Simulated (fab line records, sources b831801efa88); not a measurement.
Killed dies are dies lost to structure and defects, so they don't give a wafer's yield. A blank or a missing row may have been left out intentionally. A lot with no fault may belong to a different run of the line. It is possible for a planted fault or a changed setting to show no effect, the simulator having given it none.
fab line records + flow gf180mcu
[record]
- lots = 14
- wafers = 42
- lastDay = 34
route steps=602 shown M5@530 V5@542
lots that met no fault: taken from a fault-free run of the same line
startH: hours from the record's first day to the start of the lot's first wafer shown + waitH: how many hours have passed since the lot's step before this one + " same as the row above + L1.1+2: several wafers, shown together as one row + - no value present, or no start provided + * or withheld: withheld + < > ~ a bound
route shown NAME@n: NAME is a module with steps in the file, n the number in the route of the first one + usual: mean/standard deviation of fault-free wafers + same: alike in all rows + chamber/n: place in a boat + sites: per-site readings + _std_site: the values' standard deviation + _edge_site: inner sites' mean taken away from outer sites' mean + radiusMm: how far each site lies from the wafer's centre + mask NAME#n: copy n + behind: the most recent tool/chamber to have shaped the wafer + hold: cause of the lot's hold/its duration in hours/its outcome + device: transistor that didn't switch, given as n, p or np + end of line: at the end of the route, the tests of the same wafers + for a step that has no rows: nothing shown but its recipe + killed: not the wafer's yield, but the dies lost to structure and defects at the first sort + map: a wafer's dies, marking killed ones x, the rest . and places with no die _
set.NAME: the setting as run; set.NAME@STEP: as run at that earlier step + model.NAME: the simulator's own value behind a step, which no gauge read
steps of the route over a sample of lots; a table a step, a row a wafer
services: the hour from which a tool's chamber was out of use, counted from the record's first day as startH (under 0 if before that day), plus the number of hours and why
[[steps]]
[step GF_M5_EXPOSE_04]
[recipe]
- maskId = Metal5
- targetCdNm = 280
- na = 0.68
- sourceShape = conventional
- sigmaOuter = 0.6
- doseMj = 28
[usual]
- exposureDoseMJCm2 = 27.999/0.025
- focusOffsetNm = 0.0/0.51
- na = 0.68/0
| lot.wafer | tool          | chamber | startH | waitH | mask     | exposureDoseMJCm2 | focusOffsetNm | na   |
|-----------|---------------|---------|--------|-------|----------|-------------------|---------------|------|
| L440.2    | krfScanner-01 | 0       | 596.11 | -     | Metal5#0 | 27.976            | -0.6          | 0.68 |
| L440.4    | "             | 0       | "      | "     | Metal5#0 | 28.006            | -0.2          | 0.68 |
| L440.6    | "             | 0       | "      | "     | Metal5#0 | 27.989            | -1.6          | 0.68 |
| L443.1    | krfScanner-01 | 0       | 617.62 | -     | Metal5#0 | 28.026            | -0.5          | 0.68 |
| L443.2    | "             | 0       | "      | "     | Metal5#0 | 28.031            | -0.3          | 0.68 |
| L443.5    | "             | 0       | "      | "     | Metal5#0 | 28.031            | 0.0           | 0.68 |
| L444.2    | krfScanner-02 | 0       | 637.72 | -     | Metal5#0 | 27.985            | -0.3          | 0.68 |
| L444.3    | "             | 0       | "      | "     | Metal5#0 | 28.000            | -0.6          | 0.68 |
| L444.5    | "             | 0       | "      | "     | Metal5#0 | 27.981            | -0.6          | 0.68 |
| L448.1    | krfScanner-01 | -       | 669.51 | -     | Metal5#0 | -                 | -             | -    |
| L448.2    | "             | -       | "      | "     | Metal5#0 | -                 | -             | -    |
| L448.4    | "             | -       | "      | "     | Metal5#0 | -                 | -             | -    |
| L447.1    | krfScanner-01 | -       | 670.59 | -     | Metal5#0 | -                 | -             | -    |
| L447.3    | "             | -       | "      | "     | Metal5#0 | -                 | -             | -    |
| L447.5    | "             | -       | "      | "     | Metal5#0 | -                 | -             | -    |
| L453.2    | krfScanner-01 | 0       | 706.25 | -     | Metal5#0 | 28.010            | 0.0           | 0.68 |
| L453.3    | "             | 0       | "      | "     | Metal5#0 | 27.979            | 0.2           | 0.68 |
| L453.4    | "             | 0       | "      | "     | Metal5#0 | 27.989            | 0.1           | 0.68 |
| L454.1    | krfScanner-01 | 0       | 713.19 | -     | Metal5#0 | 28.021            | -1.0          | 0.68 |
| L454.3    | "             | 0       | "      | "     | Metal5#0 | 27.974            | 0.3           | 0.68 |
| L454.4    | "             | 0       | "      | "     | Metal5#0 | 28.030            | -0.3          | 0.68 |
| L456.2    | krfScanner-01 | 0       | 722.46 | -     | Metal5#0 | 27.991            | -0.2          | 0.68 |
| L456.5    | "             | 0       | "      | "     | Metal5#0 | 27.946            | 0.1           | 0.68 |
| L456.6    | "             | 0       | "      | "     | Metal5#0 | 27.992            | 0.0           | 0.68 |
| L457.2    | krfScanner-01 | 0       | 727.81 | -     | Metal5#0 | 27.974            | -0.6          | 0.68 |
| L457.4    | "             | 0       | "      | "     | Metal5#0 | 27.977            | 0.3           | 0.68 |
| L457.6    | "             | 0       | "      | "     | Metal5#0 | 27.993            | -0.5          | 0.68 |
| L458.4    | krfScanner-01 | 0       | 728.44 | -     | Metal5#0 | 28.017            | -0.2          | 0.68 |
| L458.5    | "             | 0       | "      | "     | Metal5#0 | 27.980            | 1.1           | 0.68 |
| L458.6    | "             | 0       | "      | "     | Metal5#0 | 27.992            | 0.8           | 0.68 |
| L459.2    | krfScanner-02 | 0       | 736.73 | -     | Metal5#0 | 27.985            | 0.2           | 0.68 |
| L459.3    | "             | 0       | "      | "     | Metal5#0 | 27.973            | 0.6           | 0.68 |
| L459.6    | "             | 0       | "      | "     | Metal5#0 | 27.968            | -0.1          | 0.68 |
| L460.1    | krfScanner-02 | 0       | 741.64 | -     | Metal5#0 | 27.939            | 0.1           | 0.68 |
| L460.3    | "             | 0       | "      | "     | Metal5#0 | 28.034            | 0.1           | 0.68 |
| L460.5    | "             | 0       | "      | "     | Metal5#0 | 28.001            | -0.5          | 0.68 |
| L462.3    | krfScanner-01 | 0       | 757.16 | -     | Metal5#0 | 27.979            | -0.5          | 0.68 |
| L462.5    | "             | 0       | "      | "     | Metal5#0 | 27.975            | 0.2           | 0.68 |
| L462.6    | "             | 0       | "      | "     | Metal5#0 | 27.974            | 0.0           | 0.68 |
| L463.3    | krfScanner-01 | 0       | 757.81 | -     | Metal5#0 | 27.988            | -0.3          | 0.68 |
| L463.5    | "             | 0       | "      | "     | Metal5#0 | 27.988            | -1.0          | 0.68 |
| L463.6    | "             | 0       | "      | "     | Metal5#0 | 28.000            | -0.9          | 0.68 |
[step GF_M5_CD_MEAS_07]
[recipe]
- targetCdNm = 280
[usual]
- cdNm = 280.1/1.5
| lot.wafer | tool     | chamber | startH | waitH | cdNm  |
|-----------|----------|---------|--------|-------|-------|
| L440.2    | cdSem-02 | -       | 606.16 | 0.1   | 279.1 |
| L440.4    | "        | -       | "      | "     | 280.0 |
| L440.6    | "        | -       | "      | "     | 277.7 |
| L443.1    | cdSem-01 | -       | 627.09 | 0.1   | 278.7 |
| L443.2    | "        | -       | "      | "     | 279.6 |
| L443.5    | "        | -       | "      | "     | 277.8 |
| L444.2    | cdSem-02 | -       | 646.88 | 0.2   | 278.9 |
| L444.3    | "        | -       | "      | "     | 278.9 |
| L444.5    | "        | -       | "      | "     | 279.0 |
| L448.1    | cdSem-01 | -       | 679.34 | 0.1   | -     |
| L448.2    | "        | -       | "      | "     | -     |
| L448.4    | "        | -       | "      | "     | -     |
| L447.1    | cdSem-01 | -       | 680.19 | 0.1   | -     |
| L447.3    | "        | -       | "      | "     | -     |
| L447.5    | "        | -       | "      | "     | -     |
| L453.2    | cdSem-01 | -       | 715.64 | 0.2   | 281.0 |
| L453.3    | "        | -       | "      | "     | 280.3 |
| L453.4    | "        | -       | "      | "     | 279.9 |
| L454.1    | cdSem-02 | -       | 721.49 | 0.1   | 278.0 |
| L454.3    | "        | -       | "      | "     | 278.2 |
| L454.4    | "        | -       | "      | "     | 278.8 |
| L456.2    | cdSem-01 | -       | 730.61 | 0.1   | 279.4 |
| L456.5    | "        | -       | "      | "     | 280.4 |
| L456.6    | "        | -       | "      | "     | 280.9 |
| L457.2    | cdSem-01 | -       | 736.84 | 0.2   | 280.2 |
| L457.4    | "        | -       | "      | "     | 279.9 |
| L457.6    | "        | -       | "      | "     | 278.2 |
| L458.4    | cdSem-01 | -       | 737.58 | 0.1   | 278.7 |
| L458.5    | "        | -       | "      | "     | 279.4 |
| L458.6    | "        | -       | "      | "     | 278.7 |
| L459.2    | cdSem-01 | -       | 744.71 | 0.1   | 279.2 |
| L459.3    | "        | -       | "      | "     | 278.5 |
| L459.6    | "        | -       | "      | "     | 279.3 |
| L460.1    | cdSem-01 | -       | 750.49 | 0.1   | 281.9 |
| L460.3    | "        | -       | "      | "     | 282.2 |
| L460.5    | "        | -       | "      | "     | 281.5 |
| L462.3    | cdSem-01 | -       | 765.28 | 0.1   | 280.2 |
| L462.5    | "        | -       | "      | "     | 279.2 |
| L462.6    | "        | -       | "      | "     | 279.0 |
| L463.3    | cdSem-02 | -       | 766.11 | 0.1   | 281.2 |
| L463.5    | "        | -       | "      | "     | 281.1 |
| L463.6    | "        | -       | "      | "     | 282.4 |
[step GF_M5_STRIP_11]
[recipe]
- chemistry = O2/N2
- powerW = 1400
- pressureMtorr = 1500
- platenTempC = 250
- o2FlowSccm = 3000
- n2FlowSccm = 300
- overashFraction = 0.5
[usual]
- drypumpMotorCurrentA = 5.6/0.4
- heaterPowerW = 327/39
- oesProductAu = 0.524/0.0046
- stripTimeToEndpointS = 7.06/0.062
[same]
- overashFraction = 0.5
| lot.wafer | tool           | chamber | startH | waitH | drypumpMotorCurrentA | heaterPowerW | oesProductAu | rfHoursCounterH | stripTimeToEndpointS |
|-----------|----------------|---------|--------|-------|----------------------|--------------|--------------|-----------------|----------------------|
| L440.2    | plasmaAsher-04 | 0       | 606.49 | 0.1   | 5.3                  | 324          | 0.535        | 18              | 7.16                 |
| L440.4    | "              | 1       | "      | "     | 5.8                  | 268          | 0.528        | -               | 7.12                 |
| L440.6    | "              | 1       | "      | "     | 5.8                  | 262          | 0.521        | -               | 7.11                 |
| L443.1    | plasmaAsher-03 | 0       | 627.40 | 0.1   | 5.0                  | 316          | 0.526        | 86              | 7.15                 |
| L443.2    | "              | 1       | "      | "     | 5.5                  | 360          | 0.525        | 86              | 7.14                 |
| L443.5    | "              | 1       | "      | "     | 5.6                  | 377          | 0.529        | -               | 7.18                 |
| L444.2    | plasmaAsher-02 | 0       | 647.17 | 0.1   | 6.1                  | 328          | 0.525        | 53              | 7.04                 |
| L444.3    | "              | 0       | "      | "     | 6.1                  | 336          | 0.521        | -               | 7.11                 |
| L444.5    | "              | 0       | "      | "     | 6.1                  | 335          | 0.524        | -               | 7.12                 |
| L448.1    | plasmaAsher-02 | 1       | 679.65 | 0.1   | 6.2                  | 385          | 0.528        | 56              | 7.08                 |
| L448.2    | "              | 0       | "      | "     | 6.1                  | 324          | 0.523        | 56              | 7.01                 |
| L448.4    | "              | 0       | "      | "     | 6.1                  | 330          | 0.525        | -               | 7.02                 |
| L447.1    | plasmaAsher-02 | 1       | 680.50 | 0.1   | 6.2                  | 383          | 0.527        | 56              | 7.09                 |
| L447.3    | "              | 0       | "      | "     | 6.1                  | 332          | 0.524        | -               | 7.16                 |
| L447.5    | "              | 0       | "      | "     | 6.1                  | 338          | 0.526        | -               | 7.17                 |
| L453.2    | plasmaAsher-04 | 0       | 715.93 | 0.1   | 5.3                  | 310          | 0.526        | 29              | 7.16                 |
| L453.3    | "              | 0       | "      | "     | 5.3                  | 315          | 0.524        | -               | 7.18                 |
| L453.4    | "              | 1       | "      | "     | 5.8                  | 265          | 0.526        | -               | 7.08                 |
| L454.1    | plasmaAsher-04 | 1       | 721.79 | 0.1   | 5.8                  | 267          | 0.519        | 30              | 7.04                 |
| L454.3    | "              | 0       | "      | "     | 5.3                  | 318          | 0.509        | -               | 6.98                 |
| L454.4    | "              | 1       | "      | "     | 5.8                  | 269          | 0.515        | -               | 7.03                 |
| L456.2    | plasmaAsher-03 | 1       | 730.89 | 0.1   | 5.6                  | 368          | 0.519        | 97              | 7.07                 |
| L456.5    | "              | 1       | "      | "     | 5.6                  | 375          | 0.519        | -               | 7.05                 |
| L456.6    | "              | 0       | "      | "     | 5.0                  | 320          | 0.527        | -               | 7.09                 |
| L457.2    | plasmaAsher-03 | 1       | 737.13 | 0.1   | 5.6                  | 359          | 0.526        | 98              | 7.09                 |
| L457.4    | "              | 0       | "      | "     | 5.0                  | 317          | 0.522        | -               | 7.08                 |
| L457.6    | "              | 1       | "      | "     | 5.6                  | 370          | 0.521        | -               | 7.06                 |
| L458.4    | plasmaAsher-02 | 0       | 737.99 | 0.1   | 6.1                  | 329          | 0.521        | -               | 6.98                 |
| L458.5    | "              | 1       | "      | "     | 6.2                  | 384          | 0.521        | -               | 7.01                 |
| L458.6    | "              | 0       | "      | "     | 6.1                  | 334          | 0.530        | -               | 7.01                 |
| L459.2    | plasmaAsher-03 | 1       | 744.99 | 0.1   | 5.6                  | 362          | 0.525        | 99              | 7.02                 |
| L459.3    | "              | 1       | "      | "     | 5.6                  | 367          | 0.524        | -               | 7.08                 |
| L459.6    | "              | 0       | "      | "     | 5.0                  | 317          | 0.524        | -               | 7.03                 |
| L460.1    | plasmaAsher-04 | 0       | 750.92 | 0.2   | 5.3                  | 315          | 0.522        | 33              | 7.03                 |
| L460.3    | "              | 0       | "      | "     | 5.3                  | 312          | 0.524        | -               | 7.04                 |
| L460.5    | "              | 0       | "      | "     | 5.3                  | 306          | 0.528        | -               | 7.07                 |
| L462.3    | plasmaAsher-04 | 0       | 765.58 | 0.1   | 5.3                  | 307          | 0.520        | -               | 7.05                 |
| L462.5    | "              | 1       | "      | "     | 5.8                  | 266          | 0.522        | -               | 7.03                 |
| L462.6    | "              | 0       | "      | "     | 5.3                  | 306          | 0.526        | -               | 7.06                 |
| L463.3    | plasmaAsher-03 | 1       | 766.41 | 0.1   | 5.6                  | 372          | 0.511        | -               | 6.96                 |
| L463.5    | "              | 0       | "      | "     | 5.0                  | 317          | 0.515        | -               | 6.99                 |
| L463.6    | "              | 1       | "      | "     | 5.6                  | 361          | 0.522        | -               | 6.89                 |
[step GF_V5_CVD_02]
[recipe]
- material = SiO2
- targetThkNm = 1450
- precursor = TEOS
- tempC = 400
- timeS = 163.28
- rfW = 600
[usual]
- heaterPowerW = 656/100
| lot.wafer | tool     | chamber | startH | waitH | heaterPowerW |
|-----------|----------|---------|--------|-------|--------------|
| L440.2    | pecvd-02 | 0       | 607.16 | 0.0   | 530          |
| L440.4    | "        | 0       | "      | "     | 621          |
| L440.6    | "        | 1       | "      | "     | 821          |
| L443.1    | pecvd-01 | 2       | 628.38 | 0.1   | 594          |
| L443.2    | "        | 1       | "      | "     | 465          |
| L443.5    | "        | 0       | "      | "     | 690          |
| L444.2    | pecvd-02 | 0       | 647.84 | 0.0   | 614          |
| L444.3    | "        | 2       | "      | "     | 782          |
| L444.5    | "        | 1       | "      | "     | 824          |
| L453.2    | pecvd-03 | 0       | 716.60 | 0.0   | 630          |
| L453.3    | "        | 1       | "      | "     | 638          |
| L453.4    | "        | 2       | "      | "     | 569          |
| L454.1    | pecvd-02 | 0       | 722.87 | 0.1   | 550          |
| L454.3    | "        | 1       | "      | "     | 825          |
| L454.4    | "        | 2       | "      | "     | 767          |
| L456.2    | pecvd-01 | 0       | 731.94 | 0.0   | 653          |
| L456.5    | "        | 1       | "      | "     | 544          |
| L456.6    | "        | 0       | "      | "     | 695          |
| L457.2    | pecvd-02 | 0       | 737.78 | 0.0   | 583          |
| L457.4    | "        | 2       | "      | "     | 590          |
| L457.6    | "        | 1       | "      | "     | 845          |
| L458.4    | pecvd-02 | 0       | 738.68 | 0.1   | 636          |
| L458.5    | "        | 2       | "      | "     | 715          |
| L458.6    | "        | 1       | "      | "     | 834          |
| L459.2    | pecvd-03 | 0       | 745.70 | 0.0   | 680          |
| L459.3    | "        | 2       | "      | "     | 639          |
| L459.6    | "        | 2       | "      | "     | 728          |
| L460.1    | pecvd-02 | 0       | 751.56 | 0.1   | 515          |
| L460.3    | "        | 2       | "      | "     | 784          |
| L460.5    | "        | 1       | "      | "     | 833          |
| L462.3    | pecvd-02 | 1       | 766.18 | 0.0   | 875          |
| L462.5    | "        | 2       | "      | "     | 607          |
| L462.6    | "        | 1       | "      | "     | 698          |
| L463.3    | pecvd-01 | 0       | 767.02 | 0.0   | 593          |
| L463.5    | "        | 1       | "      | "     | 435          |
| L463.6    | "        | 0       | "      | "     | 681          |
[[services]]
| tool           | chamber | startH | hours | kind      |
|----------------|---------|--------|-------|-----------|
| plasmaAsher-04 | -       | 585.54 | 4.9   | repair    |
| pecvd-01       | -       | 591.12 | 14.0  | pm        |
| pecvd-01       | 0       | 591.12 | 14.0  | ventCycle |
| pecvd-01       | 1       | 591.12 | 14.0  | ventCycle |
| pecvd-01       | 2       | 591.12 | 14.0  | ventCycle |
| krfScanner-02  | -       | 592.66 | 0.6   | repair    |
| krfScanner-02  | -       | 599.61 | 1.0   | pm        |
| krfScanner-01  | -       | 600.64 | 3.6   | pm        |
| pecvd-01       | 0       | 605.12 | -     | clean     |
| krfScanner-02  | -       | 626.56 | 1.3   | pm        |
| pecvd-02       | -       | 632.13 | 1.7   | repair    |
| krfScanner-01  | -       | 646.43 | 0.8   | pm        |
| pecvd-02       | 0       | 649.90 | 33.3  | repair    |
| krfScanner-02  | -       | 661.74 | 4.0   | pm        |
| pecvd-03       | -       | 680.31 | 1.2   | repair    |
| krfScanner-01  | -       | 681.32 | 1.3   | pm        |
| krfScanner-01  | -       | 682.94 | 1.3   | repair    |
| pecvd-01       | -       | 696.29 | 6.0   | pm        |
| krfScanner-01  | -       | 700.49 | 4.0   | pm        |
| krfScanner-02  | -       | 709.93 | 18.9  | repair    |
| pecvd-01       | 0       | 713.57 | 4.9   | repair    |
| pecvd-02       | 1       | 727.30 | 3.8   | repair    |
| krfScanner-02  | -       | 728.80 | 0.8   | pm        |
| krfScanner-01  | -       | 738.17 | 1.0   | pm        |
[[key]]
[firstSign]
- step = GF_M5_EXPOSE_04
- reading = toolRecord
- direction = missing
effect none on later readings
metAt GF_M5_EXPOSE_04
struckLots L447,L448
laterRowsLeftOut L447.1,L447.3,L447.5,L448.1,L448.2,L448.4
sortLeftOut L447.1,L447.3,L447.5,L448.1,L448.2,L448.4
notActingAt GF_M5_CD_MEAS_07,GF_M5_STRIP_11,GF_V5_CVD_02
onsetBetween 617.62 669.51
[fault]
- kind = skippedStepWhole
- tool = krfScanner-01
- chamber = -
- onsetH = 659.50
- steps = GF_M5_EXPOSE_04
- scope = struckLotsOnly
// sortLeftOut: the simulated sort isn't trusted on such a fault, so these wafers' sort isn't shown, and their yield isn't known
// laterRowsLeftOut: the simulator's readings of these wafers behind a module that went badly wrong aren't trusted and aren't shown, but for the sort
